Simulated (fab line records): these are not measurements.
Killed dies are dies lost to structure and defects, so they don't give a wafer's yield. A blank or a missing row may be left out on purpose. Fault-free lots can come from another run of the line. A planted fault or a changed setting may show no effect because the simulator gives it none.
fab line records | flow sfq-line
[record] lots = 5 | wafers = 15 | last-day = 94
route steps=325 shown M3@122 I3@133 M4@148 I4@163 M8@325
lots that met no fault: taken from a fault-free run of the same line
start-h: the number of hours between the record's first day and the start of the first shown wafer of the lot | wait-h: how many hours have passed since the lot's step before this one | " the same as in the row above | L1.1+2: a single row standing in for several wafers | - either no value or no given start | * or withheld: withheld | < > ~ a bound
route shown NAME@n: names a module that has steps shown in the file, with the first one's number in the route | usual: mean and standard deviation over wafers with no fault | same: alike in all rows | chamber/n: place in a boat | sites: each site's reading | _std_site: standard deviation of those values | _edge_site: outer sites' mean less inner sites' | radius-mm: for every site, how far away it sits from the centre of the wafer | mask NAME#n: copy n | behind: the most recent tool/chamber to have shaped the wafer | hold: cause of the lot's hold/its duration in hours/its outcome | device: whichever transistor did not switch (one of n, p or np) | end of line: at the end of the route, the tests of the same wafers | for a step that has no rows: nothing shown but its recipe | killed: not the wafer's yield, but the dies lost to structure and defects at the first sort | map: dies across one wafer; x = killed, . = not, _ = none there
set.NAME: the setting as run; set.NAME@STEP: as run at that earlier step | model.NAME: the simulator's own value behind a step, which no gauge read
lots at selected steps of the route; one table per step, one row per wafer
services: when a tool's chamber went out of use (start-h, in hours from the record's first day, below 0 if earlier), for how many hours, and the reason
[[steps]]
[step SFQ_TRILAYER_M3_LITHO_COAT_080]
[recipe] resist = BARC | spin-rpm = 3000 | resist-thk-nm = 62
[step SFQ_TRILAYER_M3_LITHO_COAT_075]
[recipe] resist = KrF | spin-rpm = 3000 | resist-thk-nm = 600
[step SFQ_TRILAYER_M3_LITHO_SOFTBAKE_079]
[recipe] temp-c = withheld | time-s = withheld | resist = KrF
[step SFQ_TRILAYER_M3_LITHO_EXPOSE_076]
[recipe] mask-id = M3 | na = 0.6 | source-shape = conventional | sigma-outer = 0.65 | target-cd-nm = 500 | dose-mj = 14.4
[step SFQ_TRILAYER_M3_LITHO_PEB_078]
[recipe] peb-temp-c = 115 | peb-time-s = 60 | resist = KrF
[step SFQ_TRILAYER_M3_LITHO_DEVELOP_077]
[recipe] time-s = 60 | resist = KrF
[step SFQ_M3_OVL_MEAS_921]
[usual] M3_OVL = 1/6.4
lot.wafer | tool       | chamber | start-h | wait-h | M3_OVL[nm]
L100.2    | overlay-02 | -       | 991.89  | 0.1    | -4
L100.3    | "          | -       | "       | "      | -5
L100.6    | "          | -       | "       | "      | -7
L102.1    | overlay-02 | -       | 997.89  | 0.1    | -2
L102.2    | "          | -       | "       | "      | 6
L102.6    | "          | -       | "       | "      | 3
L108.1    | overlay-02 | -       | 1012.66 | 0.1    | 1
L108.2    | "          | -       | "       | "      | 0
L108.6    | "          | -       | "       | "      | -1
L109.1    | overlay-02 | -       | 1014.79 | 0.1    | 5
L109.3    | "          | -       | "       | "      | 0
L109.5    | "          | -       | "       | "      | -1
L119.1    | overlay-02 | -       | 1057.79 | 0.1    | -8
L119.5    | "          | -       | "       | "      | -1
L119.6    | "          | -       | "       | "      | 5
[step SFQ_TRILAYER_M3_BARC_OPEN_METAL_ETCH_100]
[recipe] mask-material = PR | chemistry = O2 | target-depth-nm = 125 | target = BARC | icp-w = 600 | bias-w = 80 | pressure-mtorr = 10 | time-s = 41.7
[step SFQ_TRILAYER_M3_ETCH_METAL_ETCH_078]
[recipe] target = Nb | stop-on = SiO2 | mask-material = PR | chemistry = Cl2/Ar | target-depth-nm = 240 | icp-w = 600 | bias-w = 80 | pressure-mtorr = 10 | time-s = 120
[step SFQ_TRILAYER_M3_STRIP_STRIP_079]
[recipe] gas = O2 | power-w = 200 | platen-temp-c = 40 | overash-fraction = 0.65 | chemistry = O2 | pressure-mtorr = 50
[step SFQ_TRILAYER_M3_STRIP_SOLV_CLEAN_080]
[recipe] chemistry = NMP | temp-c = 70 | time-s = 600
[step SFQ_TRILAYER_I3_DEP_PECVD_081]
[recipe] material = SiO2 | temp-c = 150 | time-s = 111.11 | pressure-torr = 2.4 | rf-w = 183.3 | precursor = SiH4/N2O | target-thk-nm = 500
[step SFQ_TRILAYER_I3_CMP_CMP_082]
[recipe] material = SiO2 | down-force-psi = 3 | platen-rpm = 60 | pad-velocity-m-s = 0.94248
[usual] motor-current-A = 10.1/1 | slurry-filter-dp-kPa = 13.50/0.13 | time-to-endpoint-s = 213/8.5
lot.wafer | tool   | chamber | start-h | wait-h | motor-current-A | slurry-filter-dp-kPa | time-to-endpoint-s | model.SiO2_of_TRILAYER_I3_DEP_PECVD_081.thk-nm
L100.3    | cmp-01 | 3       | 1055.13 | 62.2   | 9.9             | 13.46                | 208                | 199.2
L100.2    | "      | 0       | "       | "      | 10.5            | 13.45                | 210                | 201.6
L100.6    | "      | 2       | 1056.63 | 63.7   | 10.2            | 13.54                | 208                | 199
L102.2    | cmp-01 | 3       | 1057.13 | 58.2   | 9.1             | 13.43                | 210                | 199.6
L102.1    | "      | 2       | 1058.63 | 59.7   | 10.2            | 13.42                | 202                | 198.7
L102.6    | "      | 3       | "       | "      | 8.7             | 13.43                | 214                | 199.2
L108.1    | cmp-01 | 3       | 1070.13 | 55.5   | 9.0             | 13.75                | 174                | 248.9
L108.2    | "      | 0       | "       | "      | 9.9             | 13.39                | 208                | 200.1
L108.6    | "      | 2       | 1071.63 | 57.0   | 10.1            | 13.34                | 200                | 198.7
L109.3    | cmp-02 | 0       | 1072.57 | 56.8   | 9.5             | 13.50                | 211                | 200.7
L109.1    | "      | 1       | "       | "      | 8.7             | 13.41                | 203                | 200.2
L109.5    | "      | 3       | 1074.07 | 58.2   | 12.2            | 13.68                | 207                | 199.8
L119.1    | cmp-02 | 2       | 1106.07 | 47.3   | 8.9             | 13.33                | 213                | 201.2
L119.5    | "      | 2       | 1108.07 | 49.2   | 9.1             | 13.52                | 228                | 201.1
L119.6    | "      | 3       | "       | "      | 11.6            | 13.50                | 218                | 199.7
[step SFQ_I3_BOW_MEAS_922]
[recipe] mode = bow
[usual] I3_BOW = 4/9.9
lot.wafer | tool          | chamber | start-h | wait-h | I3_BOW[um]
L100.2    | film-metro-04 | -       | 1057.15 | 1.0    | -2
L100.3    | "             | -       | "       | "      | 2
L100.6    | "             | -       | "       | "      | -4
L102.1    | film-metro-01 | -       | 1060.13 | 1.0    | 3
L102.2    | "             | -       | "       | "      | -4
L102.6    | "             | -       | "       | "      | 2
L108.1    | film-metro-02 | -       | 1072.13 | 1.5    | 16
L108.2    | "             | -       | "       | "      | -7
L108.6    | "             | -       | "       | "      | 9
L109.1    | film-metro-04 | -       | 1075.07 | 1.5    | 4
L109.3    | "             | -       | "       | "      | 5
L109.5    | "             | -       | "       | "      | -10
L119.1    | film-metro-02 | -       | 1109.07 | 2.5    | 2
L119.5    | "             | -       | "       | "      | 11
L119.6    | "             | -       | "       | "      | 4
[step SFQ_TRILAYER_I3_METRO_MEASURE_083]
[usual] thk-nm = 199.8/1.2
lot.wafer | tool          | chamber | start-h | wait-h | thk-nm
L100.2    | film-metro-04 | -       | 1057.45 | 0.3    | 201.5
L100.3    | "             | -       | "       | "      | 199.2
L100.6    | "             | -       | "       | "      | 199.0
L102.1    | film-metro-01 | -       | 1060.25 | 0.1    | 198.7
L102.2    | "             | -       | "       | "      | 199.6
L102.6    | "             | -       | "       | "      | 199.3
L108.1    | film-metro-02 | -       | 1072.25 | 0.1    | 249.0
L108.2    | "             | -       | "       | "      | 200.1
L108.6    | "             | -       | "       | "      | 198.7
L109.1    | film-metro-04 | -       | 1075.19 | 0.1    | 200.2
L109.3    | "             | -       | "       | "      | 200.6
L109.5    | "             | -       | "       | "      | 199.8
L119.1    | film-metro-02 | -       | 1109.19 | 0.1    | 201.2
L119.5    | "             | -       | "       | "      | 201.0
L119.6    | "             | -       | "       | "      | 199.8
[step SFQ_TRILAYER_I3_VIA_LITHO_COAT_090]
[recipe] resist = BARC | spin-rpm = 3000 | resist-thk-nm = 62
[step SFQ_TRILAYER_I3_VIA_LITHO_COAT_085]
[recipe] resist = KrF | spin-rpm = 3000 | resist-thk-nm = 650
[step SFQ_TRILAYER_I3_VIA_LITHO_SOFTBAKE_089]
[recipe] temp-c = withheld | time-s = withheld | resist = KrF
[step SFQ_TRILAYER_I3_VIA_LITHO_EXPOSE_086]
[recipe] mask-id = I3 | na = 0.6 | source-shape = conventional | sigma-outer = 0.65 | target-cd-nm = 500 | dose-mj = 21.3
[step SFQ_TRILAYER_I3_VIA_LITHO_PEB_088]
[recipe] peb-temp-c = 115 | peb-time-s = 60 | resist = KrF
[step SFQ_TRILAYER_I3_VIA_LITHO_DEVELOP_087]
[recipe] time-s = 60 | resist = KrF
[step SFQ_I3_OVL_MEAS_923]
[usual] I3_OVL = -1/6
lot.wafer | tool       | chamber | start-h | wait-h | I3_OVL[nm]
L100.2    | overlay-02 | -       | 1170.85 | 0.1    | -1
L100.3    | "          | -       | "       | "      | -2
L100.6    | "          | -       | "       | "      | 1
L102.1    | overlay-02 | -       | 1175.64 | 0.1    | 11
L102.2    | "          | -       | "       | "      | 8
L102.6    | "          | -       | "       | "      | 6
L108.1    | overlay-01 | -       | 1192.69 | 0.1    | 2
L108.2    | "          | -       | "       | "      | -10
L108.6    | "          | -       | "       | "      | -3
L109.1    | overlay-02 | -       | 1196.29 | 0.1    | -9
L109.3    | "          | -       | "       | "      | -7
L109.5    | "          | -       | "       | "      | -10
L119.1    | overlay-02 | -       | 1228.82 | 0.1    | 3
L119.5    | "          | -       | "       | "      | 7
L119.6    | "          | -       | "       | "      | 1
[step SFQ_TRILAYER_I3_VIA_BARC_OPEN_VIA_ETCH_121]
[recipe] mask-material = PR | chemistry = O2 | target-depth-nm = 125 | target = BARC | source-w = 500 | bias-w = 80 | pressure-mtorr = 30 | time-s = 41.7
[usual] drypump-motor-current-A = 5.6/0.48 | oes-product-au = 0.684/0.0046
lot.wafer | tool        | chamber | start-h | wait-h | drypump-motor-current-A | oes-product-au | rf-hours-counter-h
L100.2    | rie-diel-02 | 0       | 1170.88 | 0.0    | 5.6                     | 0.684          | 6
L100.3    | "           | 3       | "       | "      | 6.0                     | 0.677          | 17
L100.6    | "           | 0       | "       | "      | 5.6                     | 0.685          | -
L102.1    | rie-diel-03 | 3       | 1175.68 | 0.0    | 5.9                     | 0.688          | 20
L102.2    | "           | 0       | "       | "      | 5.6                     | 0.679          | 5
L102.6    | "           | 1       | "       | "      | 5.7                     | 0.681          | -
L108.1    | rie-diel-04 | 3       | 1192.73 | 0.0    | 4.9                     | 0.680          | 17
L108.2    | "           | 2       | "       | "      | 4.7                     | 0.676          | 14
L108.6    | "           | 2       | "       | "      | 4.6                     | 0.683          | -
L109.1    | rie-diel-02 | 2       | 1196.33 | 0.0    | 5.1                     | 0.682          | 8
L109.3    | "           | 1       | "       | "      | 5.9                     | 0.685          | 14
L109.5    | "           | 0       | "       | "      | 5.6                     | 0.683          | -
L119.1    | rie-diel-04 | 3       | 1228.86 | 0.0    | 5.0                     | 0.683          | 18
L119.5    | "           | 0       | "       | "      | 6.5                     | 0.686          | -
L119.6    | "           | 3       | "       | "      | 4.9                     | 0.686          | -
[step SFQ_TRILAYER_I3_VIA_ETCH_VIA_ETCH_088]
[recipe] target = SiO2 | stop-on = Nb | mask-material = PR | taper-deg = 20 | chemistry = CHF3 | target-depth-nm = 260 | source-w = 500 | bias-w = 80 | pressure-mtorr = 30 | time-s = withheld
[usual] drypump-motor-current-A = 5.6/0.49 | oes-product-au = 0.853/0.0055
lot.wafer | tool        | chamber | start-h | wait-h | drypump-motor-current-A | oes-product-au | model.I3.feature-depth-nm | model.etch.depth-nm
L100.2    | rie-diel-02 | 0       | 1170.92 | 0.0    | 5.7                     | 0.852          | 201.6                     | 201.6
L100.3    | "           | 3       | "       | "      | 6.0                     | 0.853          | 199.2                     | 199.2
L100.6    | "           | 0       | "       | "      | 5.7                     | 0.855          | 199                       | 199
L102.1    | rie-diel-03 | 3       | 1175.72 | 0.0    | 5.9                     | 0.847          | 198.7                     | 198.7
L102.2    | "           | 0       | "       | "      | 5.7                     | 0.849          | 199.6                     | 199.6
L102.6    | "           | 1       | "       | "      | 5.7                     | 0.858          | 199.2                     | 199.2
L108.1    | rie-diel-04 | 3       | 1192.77 | 0.0    | 4.9                     | 0.979          | 248.9                     | 248.9
L108.2    | "           | 2       | "       | "      | 4.7                     | 0.854          | 200.1                     | 200.1
L108.6    | "           | 2       | "       | "      | 4.7                     | 0.859          | 198.7                     | 198.7
L109.1    | rie-diel-02 | 2       | 1196.37 | 0.0    | 5.1                     | 0.851          | 200.2                     | 200.2
L109.3    | "           | 1       | "       | "      | 5.9                     | 0.854          | 200.7                     | 200.7
L109.5    | "           | 0       | "       | "      | 5.6                     | 0.852          | 199.8                     | 199.8
L119.1    | rie-diel-04 | 3       | 1228.90 | 0.0    | 4.9                     | 0.854          | 201.2                     | 201.2
L119.5    | "           | 0       | "       | "      | 6.6                     | 0.855          | 201.1                     | 201.1
L119.6    | "           | 3       | "       | "      | 5.0                     | 0.851          | 199.7                     | 199.7
[step SFQ_TRILAYER_I3_VIA_STRIP_STRIP_089]
[recipe] gas = O2 | power-w = 200 | platen-temp-c = 40 | overash-fraction = 0.65 | chemistry = O2 | pressure-mtorr = 50
[step SFQ_TRILAYER_I3_VIA_STRIP_SOLV_CLEAN_090]
[recipe] chemistry = NMP | temp-c = 70 | time-s = 600
[step SFQ_TRILAYER_M4_DEP_PRE_CLEAN_092]
[recipe] gas = Ar | time-s = 22.5 | bias-v = 250
lot.wafer | tool           | chamber | start-h | wait-h | model.SiO2_of_TRILAYER_I3_DEP_PECVD_081.thk-nm
L100.2    | pvd-sputter-04 | -       | 1171.81 | 0.0    | 194.1
L100.3    | "              | -       | "       | "      | 191.7
L100.6    | "              | -       | "       | "      | 191.5
L102.1    | pvd-sputter-04 | -       | 1176.61 | 0.0    | 191.2
L102.2    | "              | -       | "       | "      | 192.1
L102.6    | "              | -       | "       | "      | 191.7
L108.1    | pvd-sputter-04 | -       | 1193.66 | 0.0    | 241.4
L108.2    | "              | -       | "       | "      | 192.6
L108.6    | "              | -       | "       | "      | 191.2
L109.1    | pvd-sputter-06 | -       | 1197.26 | 0.0    | 192.7
L109.3    | "              | -       | "       | "      | 193.2
L109.5    | "              | -       | "       | "      | 192.3
L119.1    | pvd-sputter-04 | -       | 1229.78 | 0.0    | 193.7
L119.5    | "              | -       | "       | "      | 193.6
L119.6    | "              | -       | "       | "      | 192.2
[step SFQ_TRILAYER_M4_DEP_SPUTTER_091]
[recipe] material = Nb | base-pressure-pa = 1.33e-06 | chamber-pressure-pa = 0.1333 | substrate-temp-c = 20 | resputter-cathode-voltage-v = 400 | target-thk-nm = 200 | power-w = 2000 | time-s = 133.3
[usual] cathode-dc-power-W = 2000.0/0.37 | throttle-valve-pct = 30.1/1.3
lot.wafer | tool           | chamber | start-h | wait-h | cathode-dc-power-W | throttle-valve-pct
L100.2    | pvd-sputter-04 | -       | 1171.84 | 0.0    | 2000.2             | 31.3
L100.3    | "              | -       | "       | "      | 1999.9             | 31.2
L100.6    | "              | -       | "       | "      | 2000.3             | 31.2
L102.1    | pvd-sputter-04 | -       | 1176.64 | 0.0    | 2000.0             | 30.6
L102.2    | "              | -       | "       | "      | 1999.2             | 31.4
L102.6    | "              | -       | "       | "      | 1999.8             | 31.3
L108.1    | pvd-sputter-04 | -       | 1193.69 | 0.0    | 1999.7             | 31.4
L108.2    | "              | -       | "       | "      | 2000.5             | 31.6
L108.6    | "              | -       | "       | "      | 1999.9             | 30.6
L109.1    | pvd-sputter-06 | -       | 1197.29 | 0.0    | 2000.0             | 29.5
L109.3    | "              | -       | "       | "      | 2000.5             | 27.0
L109.5    | "              | -       | "       | "      | 1999.5             | 31.0
L119.1    | pvd-sputter-04 | -       | 1229.81 | 0.0    | 2000.8             | 31.4
L119.5    | "              | -       | "       | "      | 1999.6             | 31.5
L119.6    | "              | -       | "       | "      | 1999.2             | 30.9
[step SFQ_M4_RS_MEAS_924]
[recipe] thk-meas-gauge = four-point-probe | reads = Nb_of_TRILAYER_M4_DEP_SPUTTER_091
[usual] M4_NB_RS = 0.888/0.011
lot.wafer | tool          | chamber | start-h | wait-h | M4_NB_RS[ohm/sq]
L100.2    | film-metro-03 | -       | 1171.95 | 0.1    | 0.891
L100.3    | "             | -       | "       | "      | 0.883
L100.6    | "             | -       | "       | "      | 0.887
L102.1    | film-metro-02 | -       | 1176.73 | 0.0    | 0.892
L102.2    | "             | -       | "       | "      | 0.891
L102.6    | "             | -       | "       | "      | 0.885
L108.1    | film-metro-03 | -       | 1193.78 | 0.0    | 0.881
L108.2    | "             | -       | "       | "      | 0.876
L108.6    | "             | -       | "       | "      | 0.881
L109.1    | film-metro-04 | -       | 1197.38 | 0.0    | 0.887
L109.3    | "             | -       | "       | "      | 0.879
L109.5    | "             | -       | "       | "      | 0.877
L119.1    | film-metro-04 | -       | 1229.90 | 0.0    | 0.877
L119.5    | "             | -       | "       | "      | 0.870
L119.6    | "             | -       | "       | "      | 0.879
[step SFQ_TRILAYER_M4_LITHO_COAT_098]
[recipe] resist = BARC | spin-rpm = 3000 | resist-thk-nm = 62
[step SFQ_TRILAYER_M4_LITHO_COAT_093]
[recipe] resist = KrF | spin-rpm = 3000 | resist-thk-nm = 600
[step SFQ_TRILAYER_M4_LITHO_SOFTBAKE_097]
[recipe] temp-c = withheld | time-s = withheld | resist = KrF
[step SFQ_TRILAYER_M4_LITHO_EXPOSE_094]
[recipe] mask-id = M4 | na = 0.6 | source-shape = conventional | sigma-outer = 0.65 | target-cd-nm = 500 | dose-mj = 14.4
[step SFQ_TRILAYER_M4_LITHO_PEB_096]
[recipe] peb-temp-c = 115 | peb-time-s = 60 | resist = KrF
[step SFQ_TRILAYER_M4_LITHO_DEVELOP_095]
[recipe] time-s = 60 | resist = KrF
[step SFQ_M4_OVL_MEAS_926]
[usual] M4_OVL = 0/4.9
lot.wafer | tool       | chamber | start-h | wait-h | M4_OVL[nm]
L100.2    | overlay-02 | -       | 1278.86 | 0.1    | 5
L100.3    | "          | -       | "       | "      | 5
L100.6    | "          | -       | "       | "      | 5
L102.1    | overlay-01 | -       | 1283.65 | 0.1    | 0
L102.2    | "          | -       | "       | "      | -3
L102.6    | "          | -       | "       | "      | 0
L108.1    | overlay-01 | -       | 1306.00 | 0.1    | -2
L108.2    | "          | -       | "       | "      | 2
L108.6    | "          | -       | "       | "      | 1
L109.1    | overlay-01 | -       | 1309.60 | 0.1    | 7
L109.3    | "          | -       | "       | "      | 5
L109.5    | "          | -       | "       | "      | 7
L119.1    | overlay-02 | -       | 1346.80 | 0.1    | -2
L119.5    | "          | -       | "       | "      | -3
L119.6    | "          | -       | "       | "      | -1
[step SFQ_TRILAYER_M4_BARC_OPEN_METAL_ETCH_123]
[recipe] mask-material = PR | chemistry = O2 | target-depth-nm = 125 | target = BARC | icp-w = 600 | bias-w = 80 | pressure-mtorr = 10 | time-s = 41.7
[step SFQ_TRILAYER_M4_ETCH_METAL_ETCH_096]
[recipe] target = Nb | stop-on = SiO2 | mask-material = PR | chemistry = Cl2/Ar | target-depth-nm = 240 | icp-w = 600 | bias-w = 80 | pressure-mtorr = 10 | time-s = 120
[usual] drypump-motor-current-A = 5.8/0.41 | oes-product-au = 0.895/0.0083
lot.wafer | tool         | chamber | start-h | wait-h | drypump-motor-current-A | oes-product-au | rf-hours-counter-h
L100.2    | rie-metal-04 | 0       | 1278.95 | 0.0    | 6.2                     | 0.897          | 36
L100.3    | "            | 1       | "       | "      | 6.1                     | 0.898          | -
L100.6    | "            | 0       | "       | "      | 6.2                     | 0.895          | -
L102.1    | rie-metal-04 | 0       | 1283.75 | 0.0    | 6.2                     | 0.895          | 36
L102.2    | "            | 1       | "       | "      | 6.1                     | 0.896          | 68
L102.6    | "            | 1       | "       | "      | 6.1                     | 0.905          | -
L108.1    | rie-metal-03 | 0       | 1306.16 | 0.1    | 5.4                     | 0.902          | 7
L108.2    | "            | 0       | "       | "      | 5.4                     | 0.907          | -
L108.6    | "            | 0       | "       | "      | 5.4                     | 0.898          | -
L109.1    | rie-metal-03 | 0       | 1309.76 | 0.1    | 5.4                     | 0.892          | 8
L109.3    | "            | 0       | "       | "      | 5.4                     | 0.892          | -
L109.5    | "            | 0       | "       | "      | 5.3                     | 0.889          | -
L119.1    | rie-metal-04 | 0       | 1346.90 | 0.0    | 6.2                     | 0.895          | 46
L119.5    | "            | 0       | "       | "      | 6.2                     | 0.904          | -
L119.6    | "            | 1       | "       | "      | 6.1                     | 0.905          | -
[step SFQ_TRILAYER_M4_STRIP_STRIP_097]
[recipe] gas = O2 | power-w = 200 | platen-temp-c = 40 | overash-fraction = 0.65 | chemistry = O2 | pressure-mtorr = 50
[usual] drypump-motor-current-A = 5.8/0.41 | oes-product-au = 1.004/0.0067
lot.wafer | tool         | chamber | start-h | wait-h | drypump-motor-current-A | oes-product-au | rf-hours-counter-h
L100.2    | rie-metal-04 | 0       | 1279.08 | 0.1    | 6.2                     | 1.011          | 36
L100.3    | "            | 1       | "       | "      | 6.0                     | 1.007          | -
L100.6    | "            | 0       | "       | "      | 6.2                     | 1.011          | -
L102.1    | rie-metal-04 | 0       | 1283.88 | 0.1    | 6.2                     | 0.998          | 36
L102.2    | "            | 1       | "       | "      | 6.1                     | 1.007          | 68
L102.6    | "            | 1       | "       | "      | 6.0                     | 1.013          | -
L108.1    | rie-metal-03 | 0       | 1306.41 | 0.2    | 5.4                     | 1.016          | 7
L108.2    | "            | 0       | "       | "      | 5.4                     | 0.997          | -
L108.6    | "            | 0       | "       | "      | 5.4                     | 1.009          | -
L109.1    | rie-metal-03 | 0       | 1310.01 | 0.2    | 5.3                     | 0.997          | 8
L109.3    | "            | 0       | "       | "      | 5.3                     | 1.003          | -
L109.5    | "            | 0       | "       | "      | 5.3                     | 1.008          | -
L119.1    | rie-metal-04 | 0       | 1347.03 | 0.1    | 6.2                     | 1.016          | 46
L119.5    | "            | 0       | "       | "      | 6.3                     | 1.003          | -
L119.6    | "            | 1       | "       | "      | 6.1                     | 1.011          | -
[step SFQ_TRILAYER_M4_STRIP_SOLV_CLEAN_098]
[recipe] chemistry = NMP | temp-c = 70 | time-s = 600
[step SFQ_TRILAYER_I4_DEP_PECVD_099]
[recipe] material = SiO2 | temp-c = 150 | time-s = 111.11 | pressure-torr = 2.4 | rf-w = 183.3 | precursor = SiH4/N2O | target-thk-nm = 500
[usual] heater-power-w = 78/12 | throttle-valve-pct = 25.2/0.86
lot.wafer | tool     | chamber | start-h | wait-h | heater-power-w | throttle-valve-pct
L100.2    | pecvd-01 | 1       | 1279.85 | 0.0    | 83             | 23.5
L100.3    | "        | 0       | "       | "      | 71             | 26.2
L100.6    | "        | 1       | "       | "      | 69             | 23.4
L102.1    | pecvd-01 | 1       | 1284.65 | 0.0    | 84             | 23.6
L102.2    | "        | 0       | "       | "      | 67             | 26.2
L102.6    | "        | 0       | "       | "      | 68             | 26.2
L108.1    | pecvd-01 | 2       | 1307.80 | 0.0    | 80             | 25.2
L108.2    | "        | 1       | "       | "      | 75             | 23.7
L108.6    | "        | 2       | "       | "      | 83             | 25.2
L109.1    | pecvd-04 | 1       | 1311.39 | 0.0    | 95             | 24.9
L109.3    | "        | 0       | "       | "      | 82             | 25.5
L109.5    | "        | 1       | "       | "      | 96             | 25.1
L119.1    | pecvd-02 | 1       | 1347.80 | 0.0    | 80             | 23.6
L119.5    | "        | 0       | "       | "      | 50             | 23.3
L119.6    | "        | 2       | "       | "      | 102            | 23.3
[step SFQ_M8_BOW_MEAS_951]
[recipe] mode = bow
[usual] M8_BOW = 8/12
lot.wafer | tool          | chamber | start-h | wait-h | M8_BOW[um] | model.etest.i3.link-ohm
L100.2    | film-metro-03 | -       | 1989.17 | 0.0    | 10         | 1.963
L100.3    | "             | -       | "       | "      | 14         | 1.954
L100.6    | "             | -       | "       | "      | 7          | 1.952
L102.1    | film-metro-03 | -       | 2021.73 | 0.0    | 8          | 1.971
L102.2    | "             | -       | "       | "      | 0          | 1.964
L102.6    | "             | -       | "       | "      | 7          | 1.952
L108.1    | film-metro-01 | -       | 2122.22 | 0.0    | 17         | 1.999
L108.2    | "             | -       | "       | "      | -7         | 1.951
L108.6    | "             | -       | "       | "      | 9          | 1.953
L109.1    | film-metro-03 | -       | 2125.15 | 0.0    | 0          | 1.985
L109.3    | "             | -       | "       | "      | 1          | 1.954
L109.5    | "             | -       | "       | "      | -13        | 1.972
L119.1    | film-metro-03 | -       | 2267.83 | 0.0    | 14         | 1.962
L119.5    | "             | -       | "       | "      | 23         | 1.947
L119.6    | "             | -       | "       | "      | 16         | 1.954
[[services]]
tool           | chamber | start-h | hours | kind
rie-metal-04   | -       | 1050.96 | 1.0   | repair
rie-metal-04   | 0       | 1059.79 | 4.8   | repair
rie-diel-04    | -       | 1068.77 | 0.6   | repair
pecvd-01       | -       | 1089.41 | 0.8   | repair
pvd-sputter-04 | -       | 1092.23 | 5.5   | repair
rie-metal-04   | -       | 1099.68 | 2.8   | pm
rie-diel-02    | 3       | 1107.47 | 16.6  | repair
rie-diel-04    | -       | 1117.59 | 0.6   | repair
cmp-01         | -       | 1118.33 | 3.1   | repair
rie-metal-04   | -       | 1149.86 | 0.4   | repair
rie-diel-04    | -       | 1156.97 | 0.2   | repair
rie-diel-02    | 1       | 1165.34 | 8.6   | repair
pecvd-01       | 1       | 1172.89 | 12.7  | repair
pecvd-01       | 2       | 1187.32 | 4.7   | repair
cmp-01         | -       | 1190.38 | 13.2  | pm
rie-diel-04    | 1       | 1196.85 | 12.1  | repair
cmp-01         | -       | 1205.83 | 0.4   | repair
cmp-01         | -       | 1206.15 | 1.0   | repair
pecvd-01       | -       | 1245.08 | 2.8   | pm
rie-diel-04    | 1       | 1250.25 | 20.1  | repair
rie-metal-04   | -       | 1261.02 | 1.1   | repair
cmp-01         | -       | 1270.15 | 4.0   | pm
cmp-01         | -       | 1277.64 | 2.5   | repair
cmp-01         | -       | 1293.51 | 0.9   | repair
[[key]]
[first-sign] step = SFQ_TRILAYER_I3_CMP_CMP_082 | reading = time-to-endpoint-s | direction = down | sigmas = 4.7 | usual = * | struck = *
[effect] step = SFQ_TRILAYER_I3_METRO_MEASURE_083 | reading = thk-nm | direction = up | sigmas = 42 | usual = 199.8 | struck = 249.0
[effect] step = SFQ_TRILAYER_I3_VIA_ETCH_VIA_ETCH_088 | reading = oes-product-au | direction = up | sigmas = 23 | usual = 0.853 | struck = 0.979
[model-effect] step = SFQ_TRILAYER_I3_CMP_CMP_082 | value = SiO2_of_TRILAYER_I3_DEP_PECVD_081.thk-nm | without = 198.9 | struck = 248.9
[model-effect] step = SFQ_TRILAYER_I3_VIA_ETCH_VIA_ETCH_088 | value = I3.feature-depth-nm | without = 198.9 | struck = 248.9
[model-effect] step = SFQ_TRILAYER_M4_DEP_PRE_CLEAN_092 | value = SiO2_of_TRILAYER_I3_DEP_PECVD_081.thk-nm | without = 191.4 | struck = 241.4
[model-effect] step = SFQ_M8_BOW_MEAS_951 | value = etest.i3.link-ohm | without = 1.954 | struck = 1.999
met-at SFQ_TRILAYER_I3_CMP_CMP_082
struck-wafers L108.1
onset-between 1057.13 1070.13
[fault] kind = process-parameter-drift | tool = cmp-01 | chamber = - | onset-h = 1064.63 | steps = SFQ_TRILAYER_I3_CMP_CMP_082 | channel = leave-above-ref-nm | offset = 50 | shape = step | end-h = 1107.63 | scope = struck-wafers-only | acts-in = these-recipes-only | stated = 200
